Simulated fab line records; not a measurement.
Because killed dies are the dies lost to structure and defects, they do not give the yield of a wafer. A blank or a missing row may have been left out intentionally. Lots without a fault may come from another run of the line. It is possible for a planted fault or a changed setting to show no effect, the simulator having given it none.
fab line records	flow sky130
record: lots: 5	wafers: 15	last-day: 50
route steps=708 shown POLY_GATE@229 LDD_N@237 LDD_P@255 LDD_HVN@267 PAD_OPEN@708
lots untouched by any fault: they come from a run of this same line in which no faults occurred
start-h: hours from the record's first day to the start of the lot's first wafer shown	wait-h: time in hours since the lot's previous step	" same as the row above	L1.1+2: several wafers, shown together as one row	- no value, or no start given	* or withheld: withheld	< > ~ a bound
route shown NAME@n: NAME is a module with steps in the file, n the number in the route of the first one	usual: average and standard deviation across the fault-free wafers	same: alike in all rows	chamber/n: place in a boat	sites: the reading at each site	_std_site: their standard deviation	_edge_site: mean of outer sites minus mean of inner sites	radius-mm: how far each site lies from the wafer's centre	mask NAME#n: copy n	behind: the most recent tool/chamber to have shaped the wafer	hold: the reason the lot was held/the length of the hold in hours/how it ended	device: whichever transistor did not switch (one of n, p or np)	end of line: tests run on the same wafers once the route is complete	step lacking rows: just its recipe	killed: not the wafer's yield, but the dies lost to structure and defects at the first sort	map: a wafer's dies, marking killed ones x, the rest . and places with no die _
set.NAME: the setting as run; set.NAME@STEP: as run at that earlier step	model.NAME: the simulator's own value behind a step, which no gauge read
lots seen at some steps along the route; tables by step, rows by wafer
services: a tool's chamber out of use, with start hour (start-h, from the record's first day; less than 0 if before it), hours out, and reason
== steps ==
step: SKY_POLY_GATE_ETCH_15
recipe: chemistry: N2/H2	target: BARC	ion-energy-ev: 200	source-w: 500	bias-w: 100	pressure-mtorr: 30	n2-flow-sccm: 100	h2-flow-sccm: 200	stop-on: SiO2	time-s: 118.5	target-depth-a: 1100
usual: drypump-motor-current-A: 5.75/0.29	oes-product-au: 0.716/0.0045	throttle-valve-pct: 13.213/0.0093
lot.wafer	tool	chamber	start-h	wait-h	drypump-motor-current-A	oes-product-au	rf-hours-counter-h	throttle-valve-pct
L521.1	rie-diel-01	2	403.77	0.0	6.21	0.720	7	13.211
L521.5	"	3	"	"	5.36	0.712	-	13.227
L521.6	"	0	"	"	5.42	0.713	-	13.200
L524.2	rie-diel-04	1	443.34	0.0	5.83	0.719	86	13.209
L524.3	"	2	"	"	5.76	0.717	6	13.219
L524.4	"	0	"	"	5.86	0.726	19	13.238
L533.1	rie-diel-02	2	516.32	0.0	5.19	0.718	45	13.207
L533.3	"	1	"	"	5.68	0.713	7	13.218
L533.6	"	3	"	"	5.77	0.712	-	13.206
L534.1	rie-diel-04	2	526.12	0.0	5.74	0.721	8	13.217
L534.2	"	3	"	"	6.00	0.715	9	13.204
L534.6	"	0	"	"	5.85	0.709	-	13.207
L535.3	rie-diel-04	0	542.22	0.0	5.86	0.728	21	13.214
L535.4	"	3	"	"	6.04	0.714	-	13.194
L535.6	"	2	"	"	5.75	0.720	-	13.209
step: SKY_POLY_GATE_ETCH_16
recipe: stop-on: poly-Si	chemistry: CH3F/O2	target: Si3N4	source-w: 400	bias-w: 80	pressure-mtorr: 25	ch3f-flow-sccm: 40	O2_flow_sccm: 30	time-s: 147.5	target-depth-a: 750
usual: drypump-motor-current-A: 5.74/0.29	oes-product-au: 0.640/0.0053	throttle-valve-pct: 10.537/0.0088
lot.wafer	tool	chamber	start-h	wait-h	drypump-motor-current-A	oes-product-au	rf-hours-counter-h	throttle-valve-pct
L521.1	rie-diel-01	2	403.85	0.0	6.17	0.642	7	10.532
L521.5	"	3	"	"	5.34	0.644	-	10.530
L521.6	"	0	"	"	5.37	0.636	-	10.544
L524.2	rie-diel-04	1	443.42	0.0	5.80	0.637	86	10.525
L524.3	"	2	"	"	5.75	0.632	6	10.529
L524.4	"	0	"	"	5.84	0.630	19	10.531
L533.1	rie-diel-02	2	516.40	0.0	5.17	0.641	46	10.546
L533.3	"	1	"	"	5.69	0.644	7	10.547
L533.6	"	3	"	"	5.75	0.639	-	10.535
L534.1	rie-diel-04	2	526.20	0.0	5.75	0.640	8	10.537
L534.2	"	3	"	"	6.05	0.638	9	10.535
L534.6	"	0	"	"	5.85	0.635	-	10.524
L535.3	rie-diel-04	0	542.30	0.0	5.84	0.638	21	10.550
L535.4	"	3	"	"	6.01	0.644	-	10.536
L535.6	"	2	"	"	5.71	0.645	-	10.536
step: SKY_POLY_GATE_ETCH_17
recipe: target-depth-nm: 180	stop-on: SiO2	over-etch-frac: 0.56667	chemistry: HBr/Cl2	target: poly-Si	icp-w: 400	bias-w: 100	pressure-mtorr: 10	HBr_flow_sccm: 150	Cl2_flow_sccm: 50	time-s: 70.5
usual: drypump-motor-current-A: 5.6/0.51	oes-product-au: 0.988/0.0081	throttle-valve-pct: 33.684/0.0088
lot.wafer	tool	chamber	start-h	wait-h	drypump-motor-current-A	oes-product-au	rf-hours-counter-h	throttle-valve-pct
L521.1	rie-si-02	1	403.95	0.0	5.1	0.988	62	33.677
L521.5	"	1	"	"	5.0	0.984	-	33.683
L521.6	"	0	"	"	5.9	1.002	-	33.678
L524.2	rie-si-02	0	443.52	0.0	5.9	0.996	34	33.677
L524.3	"	1	"	"	5.0	0.985	63	33.676
L524.4	"	3	"	"	5.9	0.982	6	33.688
L533.1	rie-si-01	3	516.50	0.0	4.9	0.985	1	33.685
L533.3	"	1	"	"	5.4	0.986	2	33.686
L533.6	"	0	"	"	5.1	0.990	-	33.682
L534.1	rie-si-02	2	526.30	0.0	6.1	0.981	1	33.679
L534.2	"	3	"	"	5.9	0.982	7	33.680
L534.6	"	3	"	"	5.9	0.983	-	33.686
L535.3	rie-si-01	1	542.40	0.0	5.4	0.989	2	33.669
L535.4	"	2	"	"	6.5	0.989	35	33.685
L535.6	"	3	"	"	4.9	0.982	-	33.685
step: SKY_POLY_GATE_STRIP_18
recipe: chemistry: O2/N2	power-w: 1400	pressure-mtorr: 1500	platen-temp-c: withheld	o2-flow-sccm: 3000	n2-flow-sccm: 300	overash-fraction: 0.5
step: SKY_POLY_GATE_CLEAN_19
recipe: chemistry: SC1/SC2	mix: 1:4:20	temp-c: 70	time-s: 150	dry: n2-spin
step: SKY_POLY_GATE_OXIDATION_20
recipe: temp-c: 850	ambient: O2	stabilise-s: 600	purge-s: 300	target-thk-a: 40	ox-time-s: 899
step: SKY_POLY_GATE_THK_MEAS_21
recipe: reads: SiO2_of_POLY_GATE_OXIDATION_20
usual: POLY_GATE_OXIDATION_THK: 4.03/0.079
lot.wafer	tool	chamber	start-h	wait-h	POLY_GATE_OXIDATION_THK[nm]
L521.1	film-metro-02	-	405.57	0.0	4.04
L521.5	"	-	"	"	4.03
L521.6	"	-	"	"	4.01
L524.2	film-metro-04	-	445.89	0.0	4.05
L524.3	"	-	"	"	4.05
L524.4	"	-	"	"	4.08
L533.1	film-metro-01	-	518.87	0.0	3.83
L533.3	"	-	"	"	3.87
L533.6	"	-	"	"	3.89
L534.1	film-metro-02	-	528.20	0.0	4.13
L534.2	"	-	"	"	4.02
L534.6	"	-	"	"	4.06
L535.3	film-metro-04	-	548.12	0.0	3.92
L535.4	"	-	"	"	3.88
L535.6	"	-	"	"	3.90
step: SKY_POLY_GATE_CD_MEAS_22
usual: cd-nm: 149.4/2.3
lot.wafer	tool	chamber	start-h	wait-h	cd-nm
L521.1	cd-sem-02	-	405.63	0.1	147.3
L521.5	"	-	"	"	150.6
L521.6	"	-	"	"	151.0
L524.2	cd-sem-02	-	445.97	0.1	145.0
L524.3	"	-	"	"	146.6
L524.4	"	-	"	"	151.0
L533.1	cd-sem-02	-	518.93	0.1	153.3
L533.3	"	-	"	"	151.1
L533.6	"	-	"	"	150.9
L534.1	cd-sem-02	-	528.26	0.1	146.8
L534.2	"	-	"	"	146.2
L534.6	"	-	"	"	148.1
L535.3	cd-sem-02	-	548.22	0.1	147.8
L535.4	"	-	"	"	146.2
L535.6	"	-	"	"	145.7
step: SKY_LDD_N_DEHYDRATE_00
recipe: temp-c: 200	time-s: 60
step: SKY_LDD_N_HMDS_01
recipe: prime-time-s: 60	prime-temp-c: 120
step: SKY_LDD_N_COAT_02
recipe: resist: NOVOLAK	spin-rpm: 3000	resist-thk-nm: 300
step: SKY_LDD_N_SOFTBAKE_03
recipe: temp-c: 90	time-s: 60	resist: NOVOLAK
step: SKY_LDD_N_EXPOSE_04
recipe: mask-id: NTM	target-cd-nm: 840	na: 0.6	source-shape: conventional	sigma-outer: 0.6	dose-mj: 110
same: na: 0.6
lot.wafer	tool	chamber	start-h	wait-h	mask
L521.1+5+6	iline-stepper-01	0	420.99	-	NTM#0
L524.2+3+4	iline-stepper-01	0	462.01	-	PSDM#0
L533.1+3+6	iline-stepper-01	0	534.18	-	NTM#0
L534.1+2+6	iline-stepper-02	0	543.66	-	NTM#0
L535.3+4+6	iline-stepper-01	0	562.84	-	NTM#0
step: SKY_LDD_N_PEB_05
recipe: temp-c: withheld	time-s: *	resist: NOVOLAK
step: SKY_LDD_N_DEVELOP_06
recipe: develop-time-s: 60	dev-temp-c: 23
step: SKY_LDD_N_OVL_MEAS_07
usual: LDD_N_OVL: -1.4/1.2
lot.wafer	tool	chamber	start-h	wait-h	LDD_N_OVL[nm]
L521.1	overlay-02	-	436.17	0.1	0.0
L521.5	"	-	"	"	-1.1
L521.6	"	-	"	"	-1.9
L524.2	overlay-02	-	476.72	0.1	-
L524.3	"	-	"	"	-
L524.4	"	-	"	"	-
L533.1	overlay-01	-	549.31	0.1	-2.3
L533.3	"	-	"	"	-0.9
L533.6	"	-	"	"	-2.4
L534.1	overlay-02	-	557.46	0.1	-1.5
L534.2	"	-	"	"	-2.8
L534.6	"	-	"	"	-1.7
L535.3	overlay-01	-	577.77	0.1	-0.7
L535.4	"	-	"	"	-0.4
L535.6	"	-	"	"	-0.9
step: SKY_LDD_N_IMPLANT_08
recipe: species: As	energy-kev: 20	dose-cm2: 7.5e+13	tilt-deg: withheld	rotation-deg: 23
step: SKY_LDD_N_IMPLANT_09
recipe: species: As	energy-kev: 20	dose-cm2: 7.5e+13	tilt-deg: withheld	rotation-deg: 113
step: SKY_LDD_N_IMPLANT_10
recipe: species: As	energy-kev: 20	dose-cm2: 7.5e+13	tilt-deg: withheld	rotation-deg: 203
step: SKY_LDD_N_IMPLANT_11
recipe: species: As	energy-kev: 20	dose-cm2: 7.5e+13	tilt-deg: withheld	rotation-deg: 293
step: SKY_LDD_N_IMPLANT_12
recipe: species: BF2	energy-kev: 50	dose-cm2: 5e+12	tilt-deg: 30	rotation-deg: 0
step: SKY_LDD_N_IMPLANT_13
recipe: species: BF2	energy-kev: 50	dose-cm2: 5e+12	tilt-deg: 30	rotation-deg: 90
step: SKY_LDD_N_IMPLANT_14
recipe: species: BF2	energy-kev: 50	dose-cm2: 5e+12	tilt-deg: 30	rotation-deg: 180
step: SKY_LDD_N_IMPLANT_15
recipe: species: BF2	energy-kev: 50	dose-cm2: 5e+12	tilt-deg: 30	rotation-deg: 270
step: SKY_LDD_N_STRIP_16
recipe: chemistry: O2/N2	power-w: 1400	pressure-mtorr: 1500	platen-temp-c: withheld	o2-flow-sccm: 3000	n2-flow-sccm: 300	overash-fraction: 0.5
usual: drypump-motor-current-A: 5.9/0.41	oes-product-au: 0.406/0.0042	strip-time-to-endpoint-s: 4.314/0.015
same: overash-fraction: 0.5
lot.wafer	tool	chamber	start-h	wait-h	drypump-motor-current-A	oes-product-au	rf-hours-counter-h	strip-time-to-endpoint-s
L521.1	plasma-asher-04	0	437.40	0.1	5.2	0.407	1	4.299
L521.5	"	1	"	"	6.0	0.404	-	4.311
L521.6	"	0	"	"	5.3	0.409	-	4.322
L524.2	plasma-asher-03	0	477.95	0.1	5.5	0.409	68	4.288
L524.3	"	0	"	"	5.5	0.410	-	4.297
L524.4	"	1	"	"	5.9	0.402	-	4.310
L533.1	plasma-asher-01	1	550.55	0.1	6.5	0.411	44	4.350
L533.3	"	1	"	"	6.5	0.411	-	4.315
L533.6	"	0	"	"	6.2	0.414	-	4.347
L534.1	plasma-asher-04	0	558.70	0.1	5.2	0.406	14	4.321
L534.2	"	1	"	"	6.0	0.415	14	4.320
L534.6	"	0	"	"	5.3	0.405	-	4.315
L535.3	plasma-asher-03	0	579.03	0.1	5.5	0.404	-	4.323
L535.4	"	1	"	"	5.9	0.400	-	4.300
L535.6	"	0	"	"	5.5	0.408	-	4.330
step: SKY_LDD_N_TW_MEAS_17
usual: LDD_N_TW: 2591/26
lot.wafer	tool	chamber	start-h	wait-h	LDD_N_TW
L521.1	film-metro-03	-	437.50	0.1	2581
L521.5	"	-	"	"	2576
L521.6	"	-	"	"	2584
L524.2	film-metro-03	-	478.06	0.1	30
L524.3	"	-	"	"	30
L524.4	"	-	"	"	30
L533.1	film-metro-04	-	550.65	0.1	2584
L533.3	"	-	"	"	2611
L533.6	"	-	"	"	2608
L534.1	film-metro-01	-	558.80	0.1	2631
L534.2	"	-	"	"	2645
L534.6	"	-	"	"	2629
L535.3	film-metro-03	-	579.12	0.1	2562
L535.4	"	-	"	"	2563
L535.6	"	-	"	"	2572
step: SKY_LDD_P_DEHYDRATE_00
recipe: temp-c: 200	time-s: 60
step: SKY_LDD_P_HMDS_01
recipe: prime-time-s: 60	prime-temp-c: 120
step: SKY_LDD_P_COAT_02
recipe: resist: NOVOLAK	spin-rpm: 3000	resist-thk-nm: 1140
step: SKY_LDD_P_SOFTBAKE_03
recipe: temp-c: 90	time-s: 60	resist: NOVOLAK
step: SKY_LDD_P_EXPOSE_04
recipe: mask-id: PSDM	na: 0.6	source-shape: conventional	sigma-outer: 0.6	polarization: unpolarized	target-cd-nm: 380	dose-mj: 138
step: SKY_LDD_P_PEB_05
recipe: temp-c: withheld	time-s: *	resist: NOVOLAK
step: SKY_LDD_P_DEVELOP_06
recipe: resist: NOVOLAK	developer: TMAH	develop-time-s: 60	dev-temp-c: 23
step: SKY_LDD_P_CD_MEAS_07
recipe: target-cd-nm: 380
usual: cd-nm: 379.3/2.6
lot.wafer	tool	chamber	start-h	wait-h	cd-nm
L521.1	cd-sem-01	-	468.72	0.1	381.1
L521.5	"	-	"	"	382.0
L521.6	"	-	"	"	380.7
L524.2	cd-sem-01	-	508.83	0.1	376.5
L524.3	"	-	"	"	379.6
L524.4	"	-	"	"	380.2
L533.1	cd-sem-01	-	580.33	0.1	373.7
L533.3	"	-	"	"	376.1
L533.6	"	-	"	"	374.1
L534.1	cd-sem-01	-	587.88	0.1	377.0
L534.2	"	-	"	"	377.8
L534.6	"	-	"	"	375.3
L535.3	cd-sem-01	-	607.52	0.1	378.7
L535.4	"	-	"	"	379.4
L535.6	"	-	"	"	379.5
step: SKY_LDD_P_OVL_MEAS_08
usual: LDD_P_OVL: 0.3/1.3
lot.wafer	tool	chamber	start-h	wait-h	LDD_P_OVL[nm]
L521.1	overlay-02	-	468.84	0.1	1.5
L521.5	"	-	"	"	1.0
L521.6	"	-	"	"	0.1
L524.2	overlay-01	-	508.94	0.1	-0.6
L524.3	"	-	"	"	-1.4
L524.4	"	-	"	"	-0.8
L533.1	overlay-02	-	580.45	0.1	-0.5
L533.3	"	-	"	"	-1.0
L533.6	"	-	"	"	-0.2
L534.1	overlay-01	-	588.00	0.1	0.2
L534.2	"	-	"	"	1.8
L534.6	"	-	"	"	2.1
L535.3	overlay-01	-	607.62	0.1	2.3
L535.4	"	-	"	"	0.8
L535.6	"	-	"	"	0.9
step: SKY_LDD_P_IMPLANT_09
recipe: species: BF2	energy-kev: 25	dose-cm2: 1e+13	tilt-deg: withheld
step: SKY_LDD_P_STRIP_10
recipe: chemistry: O2/N2	power-w: 1400	pressure-mtorr: 1500	platen-temp-c: withheld	o2-flow-sccm: 3000	n2-flow-sccm: 300	overash-fraction: 0.5
usual: drypump-motor-current-A: 6.0/0.34	oes-product-au: 0.716/0.0048	strip-time-to-endpoint-s: 14.18/0.042
same: overash-fraction: 0.5
lot.wafer	tool	chamber	start-h	wait-h	drypump-motor-current-A	oes-product-au	rf-hours-counter-h	strip-time-to-endpoint-s
L521.1	plasma-asher-02	0	469.02	0.1	5.6	0.715	74	14.22
L521.5	"	1	"	"	6.0	0.709	-	14.23
L521.6	"	0	"	"	5.6	0.715	-	14.20
L524.2	plasma-asher-01	0	509.12	0.1	6.3	0.716	40	14.20
L524.3	"	1	"	"	6.5	0.717	-	14.17
L524.4	"	0	"	"	6.3	0.715	-	14.10
L533.1	plasma-asher-02	1	580.64	0.1	6.0	0.716	83	14.21
L533.3	"	1	"	"	6.0	0.708	-	14.22
L533.6	"	1	"	"	6.0	0.714	-	14.20
L534.1	plasma-asher-02	0	588.19	0.1	5.6	0.719	84	14.17
L534.2	"	1	"	"	6.0	0.722	84	14.17
L534.6	"	1	"	"	6.0	0.706	-	14.19
L535.3	plasma-asher-03	0	607.82	0.1	5.5	0.717	-	14.08
L535.4	"	1	"	"	5.9	0.705	-	14.11
L535.6	"	0	"	"	5.5	0.712	-	14.08
step: SKY_LDD_P_TW_MEAS_11
usual: LDD_P_TW: 633/4.4
lot.wafer	tool	chamber	start-h	wait-h	LDD_P_TW
L521.1	film-metro-02	-	469.12	0.1	626
L521.5	"	-	"	"	629
L521.6	"	-	"	"	629
L524.2	film-metro-04	-	509.23	0.1	2587
L524.3	"	-	"	"	2594
L524.4	"	-	"	"	2595
L533.1	film-metro-04	-	580.74	0.1	633
L533.3	"	-	"	"	631
L533.6	"	-	"	"	631
L534.1	film-metro-02	-	588.29	0.1	632
L534.2	"	-	"	"	636
L534.6	"	-	"	"	631
L535.3	film-metro-03	-	607.91	0.1	627
L535.4	"	-	"	"	632
L535.6	"	-	"	"	629
step: SKY_LDD_HVN_DEHYDRATE_00
recipe: temp-c: 200	time-s: 60
step: SKY_PAD_OPEN_PROBE_99
usual: killed_at_M0_to_M3: 42/6.6	killed_at_M4_up: 3.1/1.9	killed-at-contacts: 25/5.7	killed-at-front-end: 16/5	killed-at-other: 0.2/0.38	killed-dies: 86/9.6	killed-on-rim: 16/4	killed-open: 47/7.2	killed-short: 39/6.2
same: gross-dies: 492	killed-at-back-side: 0
lot.wafer	tool	chamber	start-h	wait-h	killed_at_M0_to_M3	killed_at_M4_up	killed-at-contacts	killed-at-front-end	killed-at-other	killed-dies	killed-on-rim	killed-open	killed-short
L524.2	prober-01	-	1128.63	0.1	43	5	23	421	0	492	96	46	42
L524.3	prober-01	-	1128.68	0.2	50	2	23	417	0	492	96	54	46
L524.4	prober-01	-	1128.73	0.2	43	3	22	424	0	492	96	45	40
killed by level:class
L524.2 LDD_N:area-expose=404 LI_CONTACT:geometric-particle:open=14 VIA1:geometric-particle:open=10 VIA2:geometric-particle:open=7 METAL1:geometric-particle:short=6 FIELD_ISO:geometric-particle:short=5 METAL2:geometric-particle:short=5 METAL4:geometric-particle:short=5
L524.3 LDD_N:area-expose=392 CONTACT:geometric-particle:open=9 VIA3:geometric-particle:open=9 VIA1:geometric-particle:open=8 METAL2:geometric-particle:short=7 POLY_GATE:geometric-particle:open=6 POLY_GATE:geometric-particle:short=5 LI_CONTACT:geometric-particle:open=5
L524.4 LDD_N:area-expose=407 METAL2:geometric-particle:short=11 CONTACT:geometric-particle:open=9 VIA1:geometric-particle:open=8 LI_CONTACT:geometric-particle:open=7 POLY_GATE:geometric-particle:short=5 METAL1:geometric-particle:short=5 VIA2:geometric-particle:open=4
map L524.2 (x killed, . not)
__________xxxxxxxxxx_________
________xxxxxxxxxxxxxx_______
______xxxxxxxxxxxxxxxxxx_____
_____xxxxxxxxxxxxxxxxxxxx____
____xxxxxxxxxxxxxxxxxxxxxx___
___xxxxxxxxxxxxxxxxxxxxxxxx__
__xxxxxxxxxxxxxxxxxxxxxxxxxx_
_xxxxxxxxxxxxxxxxxxxxxxxxxxxx
_xxxxxxxxxxxxxxxxxxxxxxxxxxxx
_xxxxxxxxxxxxxxxxxxxxxxxxxxxx
_xxxxxxxxxxxxxxxxxxxxxxxxxxxx
_xxxxxxxxxxxxxxxxxxxxxxxxxxxx
_xxxxxxxxxxxxxxxxxxxxxxxxxxxx
_xxxxxxxxxxxxxxxxxxxxxxxxxxxx
_xxxxxxxxxxxxxxxxxxxxxxxxxxxx
__xxxxxxxxxxxxxxxxxxxxxxxxxx_
___xxxxxxxxxxxxxxxxxxxxxxxx__
____xxxxxxxxxxxxxxxxxxxxxx___
_____xxxxxxxxxxxxxxxxxxxx____
______xxxxxxxxxxxxxxxxxx_____
________xxxxxxxxxxxxxx_______
__________xxxxxxxxxx_________
map L535.3 (x killed, . not)
__________..x.xx...._________
________.....xx....x.._______
______....xxx.x...xx.x.._____
_____x.....x..x........xx____
____.....x....x..........x___
___.........x..xx.......x..__
__....x.x....xx..x.......xx._
_x.x..x..x........x..........
_x.x....x......xx.x...x......
_...x.......x...x...x......x.
_.x...x........x.x......x....
_.x..xxx......xxx.x.x.xx.....
_.x......x..........x........
_.................x.xx....x..
_.....xxx.......x...x........
__.x...x..x.x....xxx.xx....._
___..........x........x....__
____x.....x......x......x.___
_____.....x.........x...x____
______.........x........_____
________....x...x.x..._______
__________.....x...._________
== services ==
tool	chamber	start-h	hours	kind
rie-diel-01	3	384.52	11.8	repair
rie-diel-02	2	385.78	3.3	repair
rie-si-01	1	386.76	6.1	repair
plasma-asher-04	-	388.27	2.8	repair
rie-diel-01	1	402.91	10.8	repair
plasma-asher-04	-	409.57	0.5	repair
plasma-asher-04	-	421.25	9.0	pm
rie-diel-02	1	439.54	3.3	repair
rie-diel-04	0	455.25	2.1	repair
iline-stepper-01	-	475.63	13.6	repair
rie-diel-02	1	476.78	16.0	repair
rie-si-02	1	490.70	2.3	repair
iline-stepper-01	-	492.81	1.7	pm
plasma-asher-02	-	497.32	14.6	pm
rie-si-02	3	507.69	8.5	repair
rie-si-02	0	513.35	1.4	repair
iline-stepper-01	-	514.87	0.6	repair
rie-diel-04	-	520.76	4.3	pm
rie-diel-04	-	529.73	0.8	repair
rie-si-02	-	539.58	0.3	repair
iline-stepper-01	-	576.54	2.6	repair
rie-si-02	0	589.73	9.3	repair
rie-diel-04	0	596.90	5.9	repair
plasma-asher-02	-	601.55	6.5	repair
== key ==
first-sign: step: SKY_LDD_N_EXPOSE_04	reading: mask	direction: changed
effect: step: SKY_LDD_N_OVL_MEAS_07	reading: LDD_N_OVL	direction: missing
effect: step: SKY_LDD_N_TW_MEAS_17	reading: LDD_N_TW	direction: down	sigmas: 98	usual: 2591	struck: 30
effect: step: SKY_LDD_P_TW_MEAS_11	reading: LDD_P_TW	direction: up	sigmas: 99+	usual: 633	struck: 2592
effect: step: SKY_PAD_OPEN_PROBE_99	reading: killed-at-front-end	direction: up	sigmas: 81	usual: 16	struck: 421
more-kills-born-at: SKY_LDD_N_EXPOSE_04@iline-stepper-01: 1203
met-at SKY_LDD_N_EXPOSE_04
struck-wafers L524.2,L524.3,L524.4
tester-left-out L524
onset-between 420.99 462.01
fault: kind: wrong-mask	tool: any	chamber: -	onset-h: 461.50	steps: SKY_LDD_N_EXPOSE_04	aux-copy: PSDM#0	scope: struck-lots-only
tester-left-out: of these lots the tester's yield and bins aren't shown, on N5 and GAA mostly nor the transistor test; their killed dies are dies lost to structure and defects alone, not to doping, threshold or leakage, so they don't give the yield
